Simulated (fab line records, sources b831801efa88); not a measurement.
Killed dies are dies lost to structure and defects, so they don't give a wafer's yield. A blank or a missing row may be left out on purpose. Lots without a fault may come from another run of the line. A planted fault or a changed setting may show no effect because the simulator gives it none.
fab line records | flow gf180mcu | part 1 of 2: steps 1 to 28 of 40
record lots=5 wafers=15 last_day=34
route steps=602 shown MVPSD@85 VT_IMPLANT@90
lots that met no fault: from a run of the same line without faults
start_h: hours from the record's first day to the start of the lot's first wafer shown | wait_h: hours since the lot's step before | " the same as in the row above | L1.1+2: a row that stands for several wafers | - no value, or no start given | * or withheld: withheld | < > ~ a bound
route shown NAME@n: a module of which the file shows steps, and the number in the route of the first | usual: mean/standard deviation of fault-free wafers | same: alike in all rows | chamber/n: place in a boat | sites: the reading at each site | _std_site: their standard deviation | _edge_site: outer sites' mean less inner sites' | radius_mm: how far each site lies from the wafer's centre | mask NAME#n: copy n | behind: the tool/chamber that last shaped the wafer | hold: why the lot was held/for how many hours/how that ended | device: the transistor (n, p or np) that didn't switch | end of line: the same wafers' tests at the end of the route | a step without rows: its recipe alone | killed: dies lost to structure and defects at the first sort, not the wafer's yield | map: a wafer's dies, x killed, . not, _ none there
set.NAME: the setting as run; set.NAME@STEP: as run at that earlier step | model.NAME: the simulator's own value behind a step, which no gauge read
lots at some steps of the route; a table a step, a row a wafer
services: from which hour (start_h, from the record's first day; less than 0 if before it) a tool's chamber was out of use, for how many hours, and why
## steps
# step GF_MVPSD_OVL_MEAS_07
# usual MVPSD_OVL=0.7/1.5
# columns lot.wafer tool chamber start_h wait_h MVPSD_OVL[nm]
L080.1 overlay-01 - 132.43 - 1.0
L080.4 " - " " 0.9
L080.6 " - " " -2.1
L082.4 overlay-01 - 143.85 - 1.7
L082.5 " - " " 0.8
L082.6 " - " " 1.3
L086.3 overlay-02 - 169.09 - 0.7
L086.4 " - " " 2.2
L086.5 " - " " 1.1
L088.1 overlay-01 - 179.33 - -2.1
L088.3 " - " " 0.9
L088.4 " - " " 1.1
L096.2 overlay-02 - 233.14 - -0.9
L096.4 " - " " -0.4
L096.6 " - " " -0.2
# step GF_MVPSD_IMPLANT_08
# recipe species=B energy_kev=170 dose_cm2=1.5e+13 tilt_deg=0
# usual dose_ions_cm2=1.5001e+13/1.9e+10 end_station_pressure_torr=5.04e-06/2.9e-07
# same implant_ion_amu=11
# columns lot.wafer tool chamber start_h wait_h dose_ions_cm2 end_station_pressure_torr
L080.1 implanter-04 0 132.47 0.0 1.4988e+13 5.42e-06
L080.4 " 0 " " 1.4999e+13 4.69e-06
L080.6 " 0 " " 1.4984e+13 5.26e-06
L082.4 implanter-02 0 143.94 0.1 1.5043e+13 4.71e-06
L082.5 " 0 " " 1.5041e+13 5.24e-06
L082.6 " 0 " " 1.5016e+13 5.06e-06
L086.3 implanter-04 0 169.17 0.1 1.4978e+13 5.13e-06
L086.4 " 0 " " 1.4993e+13 5.32e-06
L086.5 " 0 " " 1.4975e+13 4.7e-06
L088.1 implanter-02 0 179.36 0.0 1.5017e+13 4.58e-06
L088.3 " 0 " " 1.5003e+13 4.89e-06
L088.4 " 0 " " 1.4986e+13 4.96e-06
L096.2 implanter-02 0 233.19 0.0 1.4987e+13 4.6e-06
L096.4 " 0 " " 1.4998e+13 4.73e-06
L096.6 " 0 " " 1.5019e+13 5.22e-06
# step GF_MVPSD_IMPLANT_09
# recipe species=B energy_kev=40 dose_cm2=5e+12 tilt_deg=0
# usual dose_ions_cm2=5.002e+12/5.6e+09 end_station_pressure_torr=5.01e-06/2.8e-07
# same implant_ion_amu=11
# columns lot.wafer tool chamber start_h wait_h dose_ions_cm2 end_station_pressure_torr
L080.1 implanter-04 0 132.62 0.1 4.995e+12 4.92e-06
L080.4 " 0 " " 5e+12 4.64e-06
L080.6 " 0 " " 4.994e+12 5.08e-06
L082.4 implanter-02 0 144.09 0.1 5.007e+12 4.79e-06
L082.5 " 0 " " 5.006e+12 5.12e-06
L082.6 " 0 " " 5.005e+12 4.91e-06
L086.3 implanter-04 0 169.32 0.1 5.006e+12 5.3e-06
L086.4 " 0 " " 5.004e+12 5.24e-06
L086.5 " 0 " " 5.001e+12 5.56e-06
L088.1 implanter-02 0 179.51 0.1 4.997e+12 4.79e-06
L088.3 " 0 " " 5e+12 4.88e-06
L088.4 " 0 " " 5.004e+12 5.21e-06
L096.2 implanter-02 0 233.34 0.1 5.006e+12 5.15e-06
L096.4 " 0 " " 5.008e+12 4.97e-06
L096.6 " 0 " " 5.007e+12 5.1e-06
# step GF_MVPSD_STRIP_10
# recipe chemistry=O2/N2 power_w=1400 pressure_mtorr=1500 platen_temp_c=250 o2_flow_sccm=3000 n2_flow_sccm=300 overash_fraction=0.5
# usual drypump_motor_current_A=5.8/0.4 heater_power_w=322/25 oes_product_au=0.722/0.0044 strip_time_to_endpoint_s=36.94/0.12
# columns lot.wafer tool chamber start_h wait_h drypump_motor_current_A heater_power_w oes_product_au rf_hours_counter_h strip_time_to_endpoint_s
L080.1 plasma_asher-02 1 132.77 0.1 5.7 290 0.720 34 36.86
L080.4 " 0 " " 6.2 313 0.725 - 36.94
L080.6 " 0 " " 6.3 321 0.725 - 36.86
L082.4 plasma_asher-02 0 144.20 0.1 6.2 318 0.718 - 36.91
L082.5 " 1 " " 5.7 293 0.716 - 36.92
L082.6 " 0 " " 6.3 320 0.724 - 36.91
L086.3 plasma_asher-03 1 169.45 0.1 5.4 311 0.721 - 36.92
L086.4 " 0 " " 5.3 355 0.718 - 36.86
L086.5 " 1 " " 5.4 313 0.725 - 36.77
L088.1 plasma_asher-02 0 179.66 0.1 6.3 326 0.722 39 36.71
L088.3 " 0 " " 6.2 311 0.727 - 36.66
L088.4 " 1 " " 5.7 295 0.721 - 36.72
L096.2 plasma_asher-02 0 233.47 0.1 6.3 318 0.715 44 37.08
L096.4 " 1 " " 5.7 299 0.723 - 37.05
L096.6 " 1 " " 5.7 298 0.724 - 36.94
# step GF_MVPSD_TW_MEAS_11
# usual MVPSD_TW=557/3.7
# columns lot.wafer tool chamber start_h wait_h MVPSD_TW
L080.1 film_metro-03 - 132.87 0.1 560
L080.4 " - " " 558
L080.6 " - " " 561
L082.4 film_metro-01 - 144.30 0.1 553
L082.5 " - " " 552
L082.6 " - " " 554
L086.3 film_metro-03 - 169.54 0.1 561
L086.4 " - " " 556
L086.5 " - " " 558
L088.1 film_metro-01 - 179.76 0.1 559
L088.3 " - " " 556
L088.4 " - " " 559
L096.2 film_metro-03 - 233.58 0.1 563
L096.4 " - " " 562
L096.6 " - " " 559
# step GF_VT_IMPLANT_DEHYDRATE_00
# recipe temp_c=200 time_s=60
# columns lot.wafer tool chamber start_h wait_h
L080.1+4+6 litho_track-01 0 139.83 6.9
L082.4+5+6 litho_track-03 0 151.94 7.6
L086.3+4+5 litho_track-03 0 177.67 8.1
L088.1+3+4 litho_track-01 0 187.92 8.2
L096.2+4+6 litho_track-03 0 242.04 8.5
# step GF_VT_IMPLANT_HMDS_01
# recipe prime_time_s=60 prime_temp_c=120
# usual prime_temp_c=119.97/0.13
# columns lot.wafer tool chamber start_h wait_h prime_temp_c
L080.1 litho_track-01 0 139.98 0.1 119.88
L080.4 " 0 " " 120.11
L080.6 " 0 " " 120.20
L082.4 litho_track-03 0 152.09 0.1 119.97
L082.5 " 0 " " 120.06
L082.6 " 0 " " 119.97
L086.3 litho_track-03 0 177.82 0.1 120.09
L086.4 " 0 " " 120.25
L086.5 " 0 " " 120.02
L088.1 litho_track-01 0 188.07 0.1 119.57
L088.3 " 0 " " 119.79
L088.4 " 0 " " 119.83
L096.2 litho_track-03 0 242.19 0.1 120.18
L096.4 " 0 " " 119.97
L096.6 " 0 " " 120.03
# step GF_VT_IMPLANT_COAT_02
# recipe resist=NOVOLAK spin_rpm=3000 resist_thk_nm=1000
# columns lot.wafer tool chamber start_h wait_h
L080.1+4+6 litho_track-01 0 140.13 0.1
L082.4+5+6 litho_track-03 0 152.24 0.1
L086.3+4+5 litho_track-03 0 177.97 0.1
L088.1+3+4 litho_track-01 0 188.22 0.1
L096.2+4+6 litho_track-03 0 242.34 0.1
# step GF_VT_IMPLANT_SOFTBAKE_03
# recipe temp_c=90 time_s=60 resist=NOVOLAK
# columns lot.wafer tool chamber start_h wait_h
L080.1+4+6 litho_track-01 0 140.28 0.1
L082.4+5+6 litho_track-03 0 152.39 0.1
L086.3+4+5 litho_track-03 0 178.12 0.1
L088.1+3+4 litho_track-01 0 188.37 0.1
L096.2+4+6 litho_track-03 0 242.49 0.1
# step GF_VT_IMPLANT_EXPOSE_04
# recipe mask_id=LVPWELL_LV_AREA target_cd_nm=600 na=0.6 source_shape=conventional sigma_outer=0.6 dose_mj=140
# columns lot.wafer tool chamber start_h wait_h mask
L080.1+4+6 iline_stepper-02 0 - - LVPWELL_LV_AREA#0
L082.4+5+6 iline_stepper-02 0 - - LVPWELL_LV_AREA#0
L086.3+4+5 iline_stepper-02 0 - - LVPWELL_LV_AREA#0
L088.1+3+4 iline_stepper-02 0 - - LVPWELL_LV_AREA#0
L096.2+4+6 iline_stepper-02 0 - - LVPWELL_LV_AREA#0
# step GF_VT_IMPLANT_PEB_05
# recipe temp_c=withheld time_s=* resist=NOVOLAK
# columns lot.wafer tool chamber start_h wait_h
L080.1+4+6 litho_track-04 0 - -
L082.4+5+6 litho_track-03 0 - -
L086.3+4+5 litho_track-03 0 - -
L088.1+3+4 litho_track-03 0 - -
L096.2+4+6 litho_track-04 0 - -
# step GF_VT_IMPLANT_DEVELOP_06
# recipe develop_time_s=60 dev_temp_c=23
# columns lot.wafer tool chamber start_h wait_h
L080.1+4+6 litho_track-04 0 148.49 0.1
L082.4+5+6 litho_track-03 0 159.99 0.1
L086.3+4+5 litho_track-03 0 186.22 0.1
L088.1+3+4 litho_track-03 0 196.92 0.1
L096.2+4+6 litho_track-04 0 251.06 0.1
# step GF_VT_IMPLANT_OVL_MEAS_07
# usual VT_IMPLANT_OVL=0.0/1.3
# columns lot.wafer tool chamber start_h wait_h VT_IMPLANT_OVL[nm]
L080.1 overlay-01 - 148.64 0.1 -1.0
L080.4 " - " " -0.6
L080.6 " - " " 1.1
L082.4 overlay-02 - 160.08 0.1 -1.7
L082.5 " - " " 0.1
L082.6 " - " " 0.5
L086.3 overlay-02 - 186.33 0.1 2.3
L086.4 " - " " 1.4
L086.5 " - " " 0.5
L088.1 overlay-01 - 197.07 0.1 0.3
L088.3 " - " " 0.5
L088.4 " - " " -0.9
L096.2 overlay-02 - 251.20 0.1 -1.6
L096.4 " - " " 0.0
L096.6 " - " " -0.6
# step GF_VT_IMPLANT_IMPLANT_08
# recipe species=BF2 energy_kev=20 dose_cm2=8.29e+12 tilt_deg=7
# usual dose_ions_cm2=8.29e+12/8.8e+09 end_station_pressure_torr=5.04e-06/2.7e-07
# same implant_ion_amu=49
# columns lot.wafer tool chamber start_h wait_h dose_ions_cm2 end_station_pressure_torr
L080.1 implanter-04 0 148.68 0.0 8.283e+12 5.24e-06
L080.4 " 0 " " 8.281e+12 4.87e-06
L080.6 " 0 " " 8.288e+12 5.04e-06
L082.4 implanter-03 0 160.18 0.1 8.293e+12 5.21e-06
L082.5 " 0 " " 8.279e+12 5.04e-06
L082.6 " 0 " " 8.3e+12 5.24e-06
L086.3 implanter-03 0 186.40 0.1 8.291e+12 4.95e-06
L086.4 " 0 " " 8.299e+12 4.77e-06
L086.5 " 0 " " 8.291e+12 5.21e-06
L088.1 implanter-04 0 197.10 0.0 8.293e+12 5.23e-06
L088.3 " 0 " " 8.296e+12 4.74e-06
L088.4 " 0 " " 8.288e+12 5.26e-06
L096.2 implanter-03 0 251.25 0.0 8.287e+12 5.59e-06
L096.4 " 0 " " 8.278e+12 4.79e-06
L096.6 " 0 " " 8.287e+12 4.81e-06
# step GF_VT_IMPLANT_STRIP_09
# recipe chemistry=O2/N2 power_w=1400 pressure_mtorr=1500 platen_temp_c=250 o2_flow_sccm=3000 n2_flow_sccm=300 overash_fraction=0.5
# usual drypump_motor_current_A=5.8/0.5 heater_power_w=346/23 oes_product_au=0.715/0.0044 strip_time_to_endpoint_s=12.63/0.032
# columns lot.wafer tool chamber start_h wait_h drypump_motor_current_A heater_power_w oes_product_au rf_hours_counter_h strip_time_to_endpoint_s
L080.1 plasma_asher-01 0 148.83 0.1 5.3 341 0.715 50 12.64
L080.4 " 0 " " 5.3 356 0.716 - 12.62
L080.6 " 0 " " 5.3 350 0.714 - 12.65
L082.4 plasma_asher-04 0 160.29 0.1 5.6 322 0.713 - 12.62
L082.5 " 0 " " 5.6 312 0.714 - 12.60
L082.6 " 1 " " 6.5 391 0.710 - 12.62
L086.3 plasma_asher-04 1 186.57 0.1 6.5 365 0.722 - 12.67
L086.4 " 0 " " 5.6 314 0.716 - 12.65
L086.5 " 1 " " 6.5 374 0.713 - 12.66
L088.1 plasma_asher-01 0 197.25 0.1 5.3 346 0.709 55 12.65
L088.3 " 1 " " 6.3 347 0.716 - 12.71
L088.4 " 0 " " 5.3 349 0.716 - 12.69
L096.2 plasma_asher-01 0 251.38 0.1 5.3 349 0.708 61 12.61
L096.4 " 0 " " 5.3 345 0.716 - 12.61
L096.6 " 0 " " 5.3 344 0.718 - 12.61
# step GF_VT_IMPLANT_TW_MEAS_10
# usual VT_IMPLANT_TW=559/7.9
# columns lot.wafer tool chamber start_h wait_h VT_IMPLANT_TW
L080.1 film_metro-04 - 148.93 0.1 564
L080.4 " - " " 569
L080.6 " - " " 566
L082.4 film_metro-01 - 160.38 0.1 560
L082.5 " - " " 564
L082.6 " - " " 561
L086.3 film_metro-01 - 186.66 0.1 566
L086.4 " - " " 566
L086.5 " - " " 569
L088.1 film_metro-04 - 197.35 0.1 569
L088.3 " - " " 565
L088.4 " - " " 569
L096.2 film_metro-04 - 251.49 0.1 568
L096.4 " - " " 569
L096.6 " - " " 570
# step GF_VT_IMPLANT_DEHYDRATE_11
# recipe temp_c=200 time_s=60
# columns lot.wafer tool chamber start_h wait_h
L080.1+4+6 litho_track-04 0 155.69 6.8
L082.4+5+6 litho_track-04 0 168.07 7.7
L086.3+4+5 litho_track-03 0 194.72 8.0
L088.1+3+4 litho_track-03 0 205.52 8.2
L096.2+4+6 litho_track-01 0 261.05 9.6
# step GF_VT_IMPLANT_HMDS_12
# recipe prime_time_s=60 prime_temp_c=120
# usual prime_temp_c=120.01/0.14
# columns lot.wafer tool chamber start_h wait_h prime_temp_c
L080.1 litho_track-04 0 155.84 0.1 119.81
L080.4 " 0 " " 119.86
L080.6 " 0 " " 119.92
L082.4 litho_track-04 0 168.22 0.1 120.09
L082.5 " 0 " " 120.17
L082.6 " 0 " " 120.02
L086.3 litho_track-03 0 194.87 0.1 119.73
L086.4 " 0 " " 120.05
L086.5 " 0 " " 119.98
L088.1 litho_track-03 0 205.67 0.1 119.94
L088.3 " 0 " " 120.13
L088.4 " 0 " " 120.21
L096.2 litho_track-01 0 261.20 0.1 120.08
L096.4 " 0 " " 120.17
L096.6 " 0 " " 120.07
# step GF_VT_IMPLANT_COAT_13
# recipe resist=NOVOLAK spin_rpm=3000 resist_thk_nm=1000
# columns lot.wafer tool chamber start_h wait_h
L080.1+4+6 litho_track-04 0 155.99 0.1
L082.4+5+6 litho_track-04 0 168.37 0.1
L086.3+4+5 litho_track-03 0 195.02 0.1
L088.1+3+4 litho_track-03 0 205.82 0.1
L096.2+4+6 litho_track-01 0 261.35 0.1
# step GF_VT_IMPLANT_SOFTBAKE_14
# recipe temp_c=90 time_s=60 resist=NOVOLAK
# columns lot.wafer tool chamber start_h wait_h
L080.1+4+6 litho_track-04 0 156.14 0.1
L082.4+5+6 litho_track-04 0 168.52 0.1
L086.3+4+5 litho_track-03 0 195.17 0.1
L088.1+3+4 litho_track-03 0 205.97 0.1
L096.2+4+6 litho_track-01 0 261.50 0.1
# step GF_VT_IMPLANT_EXPOSE_15
# recipe mask_id=Nwell_LV_AREA target_cd_nm=860 na=0.6 source_shape=conventional sigma_outer=0.6 dose_mj=140
# columns lot.wafer tool chamber start_h wait_h mask
L080.1+4+6 iline_stepper-01 0 - - Nwell_LV_AREA#0
L082.4+5+6 iline_stepper-01 0 - - Nwell_LV_AREA#0
L086.3+4+5 iline_stepper-01 0 - - Nwell_LV_AREA#0
L088.1+3+4 iline_stepper-02 0 - - Nwell_LV_AREA#0
L096.2+4+6 iline_stepper-01 0 - - Nwell_LV_AREA#0
# step GF_VT_IMPLANT_PEB_16
# recipe temp_c=withheld time_s=* resist=NOVOLAK
# columns lot.wafer tool chamber start_h wait_h
L080.1+4+6 litho_track-04 0 - -
L082.4+5+6 litho_track-01 0 - -
L086.3+4+5 litho_track-03 0 - -
L088.1+3+4 litho_track-04 0 - -
L096.2+4+6 litho_track-03 0 - -
# step GF_VT_IMPLANT_DEVELOP_17
# recipe develop_time_s=60 dev_temp_c=23
# columns lot.wafer tool chamber start_h wait_h
L080.1+4+6 litho_track-04 0 164.29 0.1
L082.4+5+6 litho_track-01 0 176.30 0.1
L086.3+4+5 litho_track-03 0 203.92 0.1
L088.1+3+4 litho_track-04 0 214.39 0.1
L096.2+4+6 litho_track-03 0 270.74 0.1
# step GF_VT_IMPLANT_OVL_MEAS_18
# usual VT_IMPLANT_01_OVL=1.3/1.5
# columns lot.wafer tool chamber start_h wait_h VT_IMPLANT_01_OVL[nm]
L080.1 overlay-02 - 164.44 0.1 3.5
L080.4 " - " " 3.6
L080.6 " - " " 2.8
L082.4 overlay-01 - 176.39 0.1 -2.7
L082.5 " - " " -1.6
L082.6 " - " " 0.7
L086.3 overlay-02 - 204.03 0.1 1.5
L086.4 " - " " 0.8
L086.5 " - " " 2.5
L088.1 overlay-02 - 214.54 0.1 2.2
L088.3 " - " " -0.1
L088.4 " - " " 0.1
L096.2 overlay-02 - 270.87 0.1 0.1
L096.4 " - " " 1.0
L096.6 " - " " 1.3
# step GF_VT_IMPLANT_IMPLANT_19
# recipe species=As energy_kev=100 dose_cm2=4.35e+12 tilt_deg=7
# usual dose_ions_cm2=4.35e+12/4.6e+09 end_station_pressure_torr=5.02e-06/2.7e-07
# same implant_ion_amu=75
# columns lot.wafer tool chamber start_h wait_h dose_ions_cm2 end_station_pressure_torr
L080.1 implanter-01 0 164.48 0.0 4.345e+12 5.14e-06
L080.4 " 0 " " 4.35e+12 4.92e-06
L080.6 " 0 " " 4.343e+12 4.83e-06
L082.4 implanter-03 0 176.49 0.1 4.348e+12 5.13e-06
L082.5 " 0 " " 4.351e+12 4.76e-06
L082.6 " 0 " " 4.345e+12 5e-06
L086.3 implanter-04 0 204.10 0.1 4.347e+12 5.29e-06
L086.4 " 0 " " 4.347e+12 5.27e-06
L086.5 " 0 " " 4.35e+12 4.64e-06
L088.1 implanter-01 0 214.58 0.0 4.349e+12 5.06e-06
L088.3 " 0 " " 4.353e+12 5.1e-06
L088.4 " 0 " " 4.363e+12 4.88e-06
L096.2 implanter-01 0 270.93 0.0 4.352e+12 5.16e-06
L096.4 " 0 " " 4.357e+12 5.17e-06
L096.6 " 0 " " 4.356e+12 5.23e-06
# step GF_VT_IMPLANT_STRIP_20
# recipe chemistry=O2/N2 power_w=1400 pressure_mtorr=1500 platen_temp_c=250 o2_flow_sccm=3000 n2_flow_sccm=300 overash_fraction=0.5
# usual drypump_motor_current_A=5.7/0.48 heater_power_w=346/23 oes_product_au=0.715/0.0045 strip_time_to_endpoint_s=12.64/0.042
# columns lot.wafer tool chamber start_h wait_h drypump_motor_current_A heater_power_w oes_product_au rf_hours_counter_h strip_time_to_endpoint_s
L080.1 plasma_asher-04 0 164.63 0.1 5.6 322 0.725 5 12.61
L080.4 " 0 " " 5.6 313 0.725 - 12.62
L080.6 " 1 " " 6.5 386 0.715 - 12.63
L082.4 plasma_asher-01 1 176.59 0.1 6.3 357 0.721 - 12.65
L082.5 " 0 " " 5.3 346 0.717 - 12.64
L082.6 " 1 " " 6.3 358 0.718 - 12.62
L086.3 plasma_asher-03 1 204.23 0.1 5.4 318 0.713 - 12.58
L086.4 " 0 " " 5.3 355 0.714 - 12.58
L086.5 " 1 " " 5.4 314 0.710 - 12.60
L088.1 plasma_asher-04 1 214.73 0.1 6.5 388 0.706 10 12.65
L088.3 " 0 " " 5.6 318 0.715 - 12.68
L088.4 " 1 " " 6.5 375 0.714 - 12.67
L096.2 plasma_asher-04 0 271.05 0.1 5.6 324 0.715 16 12.67
L096.4 " 0 " " 5.6 317 0.720 - 12.68
L096.6 " 1 " " 6.5 388 0.720 - 12.69
# step GF_VT_IMPLANT_TW_MEAS_21
# usual VT_IMPLANT_2_TW=1197/15
# columns lot.wafer tool chamber start_h wait_h VT_IMPLANT_2_TW
L080.1 film_metro-02 - 164.73 0.1 1179
L080.4 " - " " 1190
L080.6 " - " " 1186
L082.4 film_metro-01 - 176.69 0.1 1225
L082.5 " - " " 1221
L082.6 " - " " 1224
L086.3 film_metro-02 - 204.32 0.1 1184
L086.4 " - " " 1184
L086.5 " - " " 1185
L088.1 film_metro-04 - 214.83 0.1 1222
L088.3 " - " " 1225
L088.4 " - " " 1229
L096.2 film_metro-02 - 271.16 0.1 1190
L096.4 " - " " 1185
L096.6 " - " " 1190
# step GF_VT_IMPLANT_DEHYDRATE_22
# recipe temp_c=200 time_s=60
# columns lot.wafer tool chamber start_h wait_h
L080.1+4+6 litho_track-01 0 172.33 7.6
L082.4+5+6 litho_track-01 0 185.15 8.4
L086.3+4+5 litho_track-04 0 212.49 8.2
L088.1+3+4 litho_track-04 0 223.24 8.4
L096.2+4+6 litho_track-03 0 280.54 9.4
